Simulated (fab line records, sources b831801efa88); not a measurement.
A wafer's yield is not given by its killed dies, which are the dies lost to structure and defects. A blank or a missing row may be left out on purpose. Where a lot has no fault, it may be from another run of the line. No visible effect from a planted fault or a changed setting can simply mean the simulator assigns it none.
Which of the tools did it? | flow gf180mcu | 12 lots with 36 wafers sampled at 6 steps, on a route of 602 steps

WHAT THE GAUGES READ, wafer by wafer
GF_STI_THK_MEAS_04. Usual: STI_CVD_03_THK 207.9 nm, standard deviation 2.7.
lot  | measured    | on            | STI_CVD_03_THK (nm)                 | flag
L928 | day 1 13:34 | film_metro-03 | 206.5 206.7 206.9                   |
L929 | day 1 18:58 | film_metro-03 | 205.1 204.5 204.2                   |
L930 | day 2 00:14 | film_metro-04 | 208.6 208.1 208.8                   |
L931 | day 2 04:35 | film_metro-03 | 212.7 213.6 212.2                   |
L934 | day 2 20:51 | film_metro-02 | 193.4 192.2 192.6 193.5 192.1 192.4 | OFF
L939 | day 3 21:50 | film_metro-03 | 209.5 208.7 207.1                   |
L944 | day 4 22:33 | film_metro-04 | 209.9 210.5 210.1                   |
L946 | day 5 08:35 | film_metro-02 | 205.3 205.0 206.4                   |
L948 | day 5 17:34 | film_metro-02 | 211.8 211.1 211.4                   |
L949 | day 5 23:05 | film_metro-03 | 210.8 211.4 208.3                   |
L950 | day 6 03:34 | film_metro-02 | 212.8 211.0 211.8                   |
L951 | day 6 08:54 | film_metro-02 | 207.4 207.8 207.0                   |

GF_SAB_CD_MEAS_09: target cd 420 nm. Usual: cd_nm 420.2 nm, standard deviation 2.3.
lot  | measured     | on        | cd_nm (nm)        | flag
L928 | day 15 05:49 | cd_sem-02 | 423.3 423.8 422.4 |
L929 | day 15 17:58 | cd_sem-01 | 419.0 419.3 421.0 |
L930 | day 16 03:43 | cd_sem-01 | 421.0 422.5 422.0 |
L931 | day 16 16:37 | cd_sem-01 | 419.3 420.0 421.2 |
L934 | day 17 23:43 | cd_sem-02 | 421.3 420.6 421.8 |
L939 | day 19 11:19 | cd_sem-01 | 421.7 420.3 420.3 |
L944 | day 21 07:55 | cd_sem-02 | 420.0 418.9 421.5 |
L946 | day 21 20:25 | cd_sem-02 | 422.4 421.5 420.3 |
L948 | day 22 09:36 | cd_sem-02 | 422.3 422.0 423.0 |
L949 | day 22 17:22 | cd_sem-01 | 419.1 420.1 417.0 |
L950 | day 23 07:28 | cd_sem-01 | 419.7 418.5 419.0 |
L951 | day 23 14:08 | cd_sem-02 | 417.2 417.6 416.1 |

GF_CONTACT_OVL_MEAS_15. Usual: CONTACT_OVL -1 nm, standard deviation 4.8.
lot  | measured     | on         | CONTACT_OVL (nm) | flag
L928 | day 16 05:17 | overlay-01 | -1 0 3           |
L929 | day 16 18:50 | overlay-01 | -11 -6 -5        |
L930 | day 17 03:50 | overlay-02 | 4 -5 -2          |
L931 | day 17 17:27 | overlay-01 | 4 -2 -2          |
L934 | day 19 02:05 | overlay-01 | -2 1 2           |
L939 | day 20 13:24 | overlay-02 | -4 -4 -8         |
L944 | day 22 08:53 | overlay-01 | 5 4 2            |
L946 | day 22 21:02 | overlay-02 | -5 -13 -10       |
L948 | day 23 10:47 | overlay-01 | 0 -3 -2          |
L949 | day 23 17:35 | overlay-02 | 0 -1 -2          |
L950 | day 24 08:17 | overlay-01 | -4 1 1           |
L951 | day 24 14:38 | overlay-02 | 4 7 7            |

WHICH TOOL RAN EACH LOT (tool, then ch and the chambers of the sampled wafers, then the start)
lot  | GF_STI_CVD_03              | GF_STI_ETCH_13                    | GF_SAB_ETCH_11
L928 | lpcvd-02 ch 0, day 1 11:34 | rie_diel-02 ch 0,1, day 2 01:50   | rie_diel-01 ch 1,2,3, day 15 05:58
L929 | lpcvd-02 ch 1, day 1 16:59 | rie_diel-04 ch 0,3, day 2 07:44   | rie_diel-02 ch 0,3, day 15 18:08
L930 | lpcvd-02 ch 1, day 1 22:14 | rie_diel-01 ch 0,2, day 2 12:11   | rie_diel-03 ch 1,2, day 16 03:52
L931 | lpcvd-01 ch 0, day 2 02:34 | rie_diel-02 ch 0,1,3, day 2 17:08 | rie_diel-03 ch 2,3, day 16 16:43
L934 | lpcvd-02 ch 0, day 2 18:52 | rie_diel-01 ch 1,3, day 3 09:41   | rie_diel-03 ch 0,1, day 17 23:52
L939 | lpcvd-01 ch 0, day 3 19:50 | rie_diel-02 ch 0,3, day 4 11:23   | rie_diel-03 ch 2,3, day 19 11:25
L944 | lpcvd-01 ch 0, day 4 19:34 | rie_diel-02 ch 0,1,3, day 5 13:08 | rie_diel-01 ch 0,1,3, day 21 08:04
L946 | lpcvd-01 ch 0, day 5 06:35 | rie_diel-04 ch 1,3, day 5 23:44   | rie_diel-02 ch 1,2,3, day 21 20:34
L948 | lpcvd-01 ch 1, day 5 15:34 | rie_diel-01 ch 0,1,3, day 6 08:32 | rie_diel-03 ch 1,2,3, day 22 09:46
L949 | lpcvd-01 ch 1, day 5 21:05 | rie_diel-01 ch 0,1,2, day 6 14:41 | rie_diel-02 ch 0,2,3, day 22 17:31
L950 | lpcvd-02 ch 0, day 6 01:34 | rie_diel-04 ch 0,1,3, day 6 18:41 | rie_diel-02 ch 0,2,3, day 23 07:37
L951 | lpcvd-02 ch 1, day 6 06:54 | rie_diel-02 ch 0,2, day 7 00:50   | rie_diel-02 ch 1,2,3, day 23 14:16
- GF_STI_CVD_03: deposits Si3N4 from DCS/NH3, target thk 207.16 nm, time 3551 s.
- GF_STI_ETCH_13: etches the open film in CHF3/O2, stops on Si, target depth 282.31 nm, time 112.9 s.
- GF_SAB_ETCH_11: etches SiO2 in C4F8/O2/Ar, target depth 55 nm, time 8.5 s.

WHAT THE TOOLS THEMSELVES READ (means of the sampled wafers that have a number; where no wafer has one, the mark that the record gives instead)
GF_STI_CVD_03. Usual: zone_power_upper_pct 13.1 %, standard deviation 0.87.
lot  | tool     | zone_power_upper_pct (%) | flag
L928 | lpcvd-02 | 13.5                     |
L929 | lpcvd-02 | 12.3                     |
L930 | lpcvd-02 | 12.4                     |
L931 | lpcvd-01 | 12.9                     |
L934 | lpcvd-02 | 13.4                     |
L939 | lpcvd-01 | 13.0                     |
L944 | lpcvd-01 | 13.0                     |
L946 | lpcvd-01 | 13.0                     |
L948 | lpcvd-01 | 15.1                     |
L949 | lpcvd-01 | 15.0                     |
L950 | lpcvd-02 | 13.3                     |
L951 | lpcvd-02 | 12.3                     |

GF_STI_ETCH_13. Usual: chf3_flow_sccm 49.99 sccm, standard deviation 0.14; drypump_motor_current_A 5.5 A, standard deviation 0.56; oes_product_au 0.834 a.u., standard deviation 0.0075; throttle_valve_pct 8.810 %, standard deviation 0.011.
lot  | tool        | chf3_flow_sccm (sccm) | drypump_motor_current_A (A) | oes_product_au (a.u.) | throttle_valve_pct (%) | flag
L928 | rie_diel-02 | 50.01                 | 5.2                         | 0.827                 | 8.805                  |
L929 | rie_diel-04 | 49.97                 | 5.9                         | 0.825                 | 8.809                  |
L930 | rie_diel-01 | 50.07                 | 5.6                         | 0.841                 | 8.801                  |
L931 | rie_diel-02 | 50.08                 | 5.2                         | 0.848                 | 8.815                  |
L934 | rie_diel-01 | 50.01                 | 5.9                         | 0.798                 | 8.804                  | OFF
L939 | rie_diel-02 | 49.95                 | 4.9                         | 0.835                 | 8.814                  |
L944 | rie_diel-02 | 50.12                 | 5.2                         | 0.839                 | 8.801                  |
L946 | rie_diel-04 | 49.78                 | 5.3                         | 0.831                 | 8.807                  |
L948 | rie_diel-01 | 49.92                 | 5.7                         | 0.844                 | 8.817                  |
L949 | rie_diel-01 | 50.04                 | 5.4                         | 0.839                 | 8.803                  |
L950 | rie_diel-04 | 49.92                 | 5.7                         | 0.842                 | 8.810                  |
L951 | rie_diel-02 | 50.01                 | 5.1                         | 0.829                 | 8.806                  |

GF_SAB_ETCH_11. Usual: oes_product_au 1.002 a.u., standard deviation 0.012.
lot  | tool        | oes_product_au (a.u.) | flag
L928 | rie_diel-01 | 1.002                 |
L929 | rie_diel-02 | 0.988                 |
L930 | rie_diel-03 | 1.006                 |
L931 | rie_diel-03 | 1.016                 |
L934 | rie_diel-03 | 1.005                 |
L939 | rie_diel-03 | 1.012                 |
L944 | rie_diel-01 | 1.007                 |
L946 | rie_diel-02 | 0.986                 |
L948 | rie_diel-03 | 1.004                 |
L949 | rie_diel-02 | 0.994                 |
L950 | rie_diel-02 | 0.996                 |
L951 | rie_diel-02 | 0.996                 |

THE ANSWER, worked out from the rows above alone
Rule: a lot counts as off when the mean over its wafers that have a number is more than 3 standard deviations away from the usual mean. Also off: a lot with no number at a reading for which 4 or more lots have one. All remaining lots with rows at the step are treated as sound. First the gauges in route order, then the tools' own readings, where a lot's mean is used as printed above. The first step at which some lot is off is used, and at that step the reading that is off furthest; a lot without a number counts as furthest.
Off: at GF_STI_THK_MEAS_04 (STI_CVD_03_THK), L934.
If a tool, at a process step before that reading, ran all the lots that are off and no sound lot after the first of them, it fits. The gauges at GF_STI_THK_MEAS_04 aren't tried: what is off there is off at GF_STI_ETCH_13 too, on other tools, and a gauge's error can't cause that. Not one of the candidates tried fits.

WHAT WAS PUT IN BY THE SIMULATOR
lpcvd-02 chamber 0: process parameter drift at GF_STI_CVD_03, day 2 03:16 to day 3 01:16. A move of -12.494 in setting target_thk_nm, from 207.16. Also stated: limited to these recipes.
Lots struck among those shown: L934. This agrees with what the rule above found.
